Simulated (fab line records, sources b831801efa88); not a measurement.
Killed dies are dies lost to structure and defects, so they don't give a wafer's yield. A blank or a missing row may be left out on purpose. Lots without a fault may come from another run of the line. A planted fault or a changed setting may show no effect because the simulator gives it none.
Which tool did it? | flow sky130 | 12 lots, 36 wafers sampled, at 5 steps of a route of 708

WHAT THE GAUGES READ, wafer by wafer
The record holds no reading of a measuring or inspecting step that can be judged against a usual standard deviation.

WHICH TOOL RAN EACH LOT (tool, then ch and the chambers of the sampled wafers, then the start)
lot  | SKY_METAL3_SPUTTER_03        | SKY_CAPM_CVD_00                 | SKY_CAPM_SPUTTER_02          | SKY_CAPM_SOFTBAKE_08              | SKY_PAD_OPEN_PROBE_99
L508 | pvd_sputter-03, day 36 20:26 | pecvd-01 ch 0,1,2, day 36 20:31 | pvd_sputter-02, day 36 20:35 | litho_track-03 ch 0, day 37 09:38 | prober-02, day 46 03:03
L509 | pvd_sputter-04, day 37 10:35 | pecvd-01 ch 0,1,2, day 37 10:38 | pvd_sputter-01, day 37 10:44 | litho_track-03 ch 0, day 37 23:38 | prober-02, day 46 15:51
L510 | pvd_sputter-04, day 37 14:38 | pecvd-03 ch 0,1, day 37 14:42   | pvd_sputter-02, day 37 14:47 | litho_track-02 ch 0, day 38 03:43 | prober-02, day 46 19:26
L514 | pvd_sputter-01, day 39 06:49 | pecvd-03 ch 0,1, day 39 06:53   | pvd_sputter-02, day 39 06:58 | litho_track-02 ch 0, day 39 19:19 | prober-02, day 48 03:16
L515 | pvd_sputter-03, day 39 07:39 | pecvd-01 ch 0,2, day 39 07:43   | pvd_sputter-01, day 39 07:47 | litho_track-04 ch 0, day 39 20:02 | prober-01, day 48 05:06
L516 | pvd_sputter-04, day 39 16:10 | pecvd-01 ch 0,1,2, day 39 16:15 | pvd_sputter-02, day 39 16:19 | litho_track-04 ch 0, day 40 04:35 | prober-02, day 48 11:14
L520 | pvd_sputter-01, day 41 00:04 | pecvd-02 ch 0,1,2, day 41 00:08 | pvd_sputter-02, day 41 00:13 | litho_track-04 ch 0, day 41 12:49 | prober-02, day 49 13:22
L525 | pvd_sputter-03, day 41 12:13 | pecvd-02 ch 1,2, day 41 12:17   | pvd_sputter-04, day 41 12:22 | litho_track-03 ch 0, day 42 00:23 | prober-02, day 49 20:33
L528 | pvd_sputter-03, day 42 15:17 | pecvd-03 ch 0,1,2, day 42 15:22 | pvd_sputter-04, day 42 15:26 | litho_track-03 ch 0, day 43 03:04 | prober-01, day 50 16:11
L530 | pvd_sputter-03, day 42 18:05 | pecvd-01 ch 0,1,2, day 42 18:09 | pvd_sputter-02, day 42 18:14 | litho_track-02 ch 0, day 43 05:32 | prober-02, day 50 17:04
L529 | pvd_sputter-03, day 42 19:24 | pecvd-03 ch 0,2, day 42 19:28   | pvd_sputter-04, day 42 19:34 | litho_track-02 ch 0, day 43 06:46 | prober-01, day 50 17:44
L531 | pvd_sputter-01, day 43 10:05 | pecvd-02 ch 0,1,2, day 43 10:10 | pvd_sputter-04, day 43 10:14 | litho_track-04 ch 0, day 43 21:28 | prober-02, day 51 04:56
- SKY_METAL3_SPUTTER_03: material Ti, target thk 5 nm, time 3.3 s.
- SKY_CAPM_CVD_00: deposits SiO2, target thk 15.5 nm.
- SKY_CAPM_SPUTTER_02: material TiN, target thk 200 nm, time 166.7 s.
- SKY_CAPM_SOFTBAKE_08: time 60 s.
- SKY_PAD_OPEN_PROBE_99

WHAT THE TOOLS THEMSELVES READ (means of the sampled wafers that have a number; where no wafer has one, the mark that the record gives instead)
SKY_METAL3_SPUTTER_03. Usual: cathode_dc_power_W 3000.0 W, standard deviation 0.51; throttle_valve_pct 30.1 %, standard deviation 0.88.
lot  | tool           | cathode_dc_power_W (W) | throttle_valve_pct (%) | flag
L508 | pvd_sputter-03 | 2999.3                 | 31.0                   |
L509 | pvd_sputter-04 | 3000.4                 | 29.7                   |
L510 | pvd_sputter-04 | 3000.3                 | 29.3                   |
L514 | pvd_sputter-01 | 2999.5                 | 30.3                   |
L515 | pvd_sputter-03 | 2999.9                 | 30.7                   |
L516 | pvd_sputter-04 | 3000.1                 | 29.5                   |
L520 | pvd_sputter-01 | 3000.0                 | 30.4                   |
L525 | pvd_sputter-03 | 2999.7                 | 30.8                   |
L528 | pvd_sputter-03 | 2999.5                 | 30.2                   |
L530 | pvd_sputter-03 | 2999.5                 | 30.4                   |
L529 | pvd_sputter-03 | 2999.7                 | 30.3                   |
L531 | pvd_sputter-01 | 2999.9                 | 30.1                   |

SKY_CAPM_CVD_00. Usual: heater_power_w 667 W, standard deviation 90.
lot  | tool     | heater_power_w (W) | flag
L508 | pecvd-01 | 645                |
L509 | pecvd-01 | 697                |
L510 | pecvd-03 | 709                |
L514 | pecvd-03 | 656                |
L515 | pecvd-01 | 690                |
L516 | pecvd-01 | 693                |
L520 | pecvd-02 | 710                |
L525 | pecvd-02 | 847                |
L528 | pecvd-03 | 630                |
L530 | pecvd-01 | 636                |
L529 | pecvd-03 | 695                |
L531 | pecvd-02 | 725                |

SKY_CAPM_SPUTTER_02. Usual: cathode_dc_power_W 6500.0 W, standard deviation 1.2; throttle_valve_pct 29.9 %, standard deviation 0.69.
lot  | tool           | cathode_dc_power_W (W) | throttle_valve_pct (%) | flag
L508 | pvd_sputter-02 | 6500.5                 | 30.1                   |
L509 | pvd_sputter-01 | 6499.9                 | 30.2                   |
L510 | pvd_sputter-02 | 6500.1                 | 29.9                   |
L514 | pvd_sputter-02 | 6500.2                 | 29.7                   |
L515 | pvd_sputter-01 | 6500.9                 | 30.4                   |
L516 | pvd_sputter-02 | 6500.1                 | 29.8                   |
L520 | pvd_sputter-02 | 6498.8                 | 30.0                   |
L525 | pvd_sputter-04 | 6500.7                 | 28.8                   |
L528 | pvd_sputter-04 | 6499.9                 | 29.2                   |
L530 | pvd_sputter-02 | 6499.1                 | 30.3                   |
L529 | pvd_sputter-04 | 6500.6                 | 30.0                   |
L531 | pvd_sputter-04 | 6499.1                 | 29.6                   |

SKY_CAPM_SOFTBAKE_08. Usual: heater_power_total_W 56.60 W, standard deviation 0.042; run_length_s 89.12 s, standard deviation 0.15.
lot  | tool           | heater_power_total_W (W) | run_length_s (s) | flag
L508 | litho_track-03 | 56.61                    | 89.09            |
L509 | litho_track-03 | 56.61                    | 89.10            |
L510 | litho_track-02 | 56.61                    | 89.09            |
L514 | litho_track-02 | 56.56                    | 89.18            |
L515 | litho_track-04 | 56.63                    | 89.25            |
L516 | litho_track-04 | 56.95                    | 88.16            | OFF
L520 | litho_track-04 | 56.92                    | 88.39            | OFF
L525 | litho_track-03 | 56.61                    | 89.11            |
L528 | litho_track-03 | 56.59                    | 89.18            |
L530 | litho_track-02 | 56.60                    | 89.05            |
L529 | litho_track-02 | 56.59                    | 89.06            |
L531 | litho_track-04 | 56.61                    | 89.25            |

SKY_PAD_OPEN_PROBE_99. Usual: defect_limited_yield 82.3 %, standard deviation 1.9; killed_at_M0_to_M3 43, standard deviation 7.4; killed_at_M4_up 3.3, standard deviation 2; killed_at_contacts 24, standard deviation 5.4; killed_at_front_end 16, standard deviation 4.2; killed_at_other 0.3, standard deviation 0.61; killed_dies 87, standard deviation 9.4; killed_open 47, standard deviation 7.3; killed_short 40, standard deviation 6.7; sort_bin_3_pad_short 0.9 %, standard deviation 0.43; sort_bin_5_function 10.4 %, standard deviation 1.4; sort_bin_6_memory 6.4 %, standard deviation 1.2; sort_n_pass 405, standard deviation 9.4; sort_yield_pct 82.3 %, standard deviation 1.9.
lot  | tool      | defect_limited_yield (%) | killed_at_M0_to_M3 | killed_at_M4_up | killed_at_contacts | killed_at_front_end | killed_at_other | killed_dies | killed_open | killed_short | sort_bin_3_pad_short (%) | sort_bin_5_function (%) | sort_bin_6_memory (%) | sort_n_pass | sort_yield_pct (%) | flag
L508 | prober-02 | 83.0                     | 40                 | 6.0             | 23                 | 14                  | 0.0             | 84          | 45          | 38           | 0.7                      | 10.5                    | 5.8                   | 408         | 83.0               |
L509 | prober-02 | 80.2                     | 53                 | 4.7             | 25                 | 15                  | 0.0             | 97          | 51          | 46           | 0.9                      | 11.5                    | 7.4                   | 395         | 80.2               |
L510 | prober-02 | 83.9                     | 45                 | 0.3             | 20                 | 14                  | 0.0             | 79          | 45          | 34           | 0.6                      | 9.5                     | 6.0                   | 413         | 83.9               |
L514 | prober-02 | 82.8                     | 40                 | 3.0             | 23                 | 18                  | 0.7             | 85          | 50          | 34           | 1.1                      | 10.2                    | 5.9                   | 407         | 82.8               |
L515 | prober-01 | 82.8                     | 48                 | 3.7             | 21                 | 12                  | 0.0             | 85          | 45          | 40           | 1.1                      | 10.2                    | 6.0                   | 407         | 82.8               |
L516 | prober-02 | 80.8                     | 43                 | 4.0             | 31                 | 15                  | 1.3             | 95          | 50          | 44           | 0.7                      | 11.5                    | 7.1                   | 397         | 80.8               |
L520 | prober-02 | 83.9                     | 39                 | 4.0             | 22                 | 13                  | 1.0             | 79          | 44          | 35           | 0.6                      | 9.3                     | 6.1                   | 413         | 83.9               |
L525 | prober-02 | 81.1                     | 46                 | 3.3             | 24                 | 19                  | 0.3             | 93          | 48          | 45           | 1.2                      | 11.6                    | 6.0                   | 399         | 81.1               |
L528 | prober-01 | 80.4                     | 48                 | 2.0             | 28                 | 18                  | 0.3             | 97          | 49          | 48           | 1.1                      | 11.0                    | 7.5                   | 395         | 80.4               |
L530 | prober-02 | 83.2                     | 40                 | 2.0             | 22                 | 17                  | 1.0             | 83          | 36          | 47           | 1.0                      | 10.2                    | 5.6                   | 409         | 83.2               |
L529 | prober-01 | 84.6                     | 34                 | 3.0             | 20                 | 19                  | 0.3             | 76          | 36          | 39           | 1.2                      | 8.4                     | 5.8                   | 416         | 84.6               |
L531 | prober-02 | 84.2                     | 41                 | 3.3             | 18                 | 15                  | 0.3             | 78          | 42          | 35           | 0.7                      | 9.9                     | 5.2                   | 414         | 84.2               |

THE ANSWER, worked out from the rows above alone
Rule: a lot is off if the mean of its wafers that have a number lies more than 3 standard deviations from the usual mean. A lot without any number at a reading at which 4 lots or more have one is off too. The other lots that the step has rows for count as sound. The gauges are gone through in route order, then the tools' own readings, and for those a lot's mean is taken as printed above. The first step at which some lot is off is used, and at that step the reading that is off furthest; a lot without a number counts as furthest.
Off: L516, L520, at SKY_CAPM_SOFTBAKE_08 (heater_power_total_W).
A tool fits if, at that step or a process step before it, it ran every lot that is off, and no sound lot after the first of them. None of those tried fits.

WHAT THE SIMULATOR HAD PUT IN
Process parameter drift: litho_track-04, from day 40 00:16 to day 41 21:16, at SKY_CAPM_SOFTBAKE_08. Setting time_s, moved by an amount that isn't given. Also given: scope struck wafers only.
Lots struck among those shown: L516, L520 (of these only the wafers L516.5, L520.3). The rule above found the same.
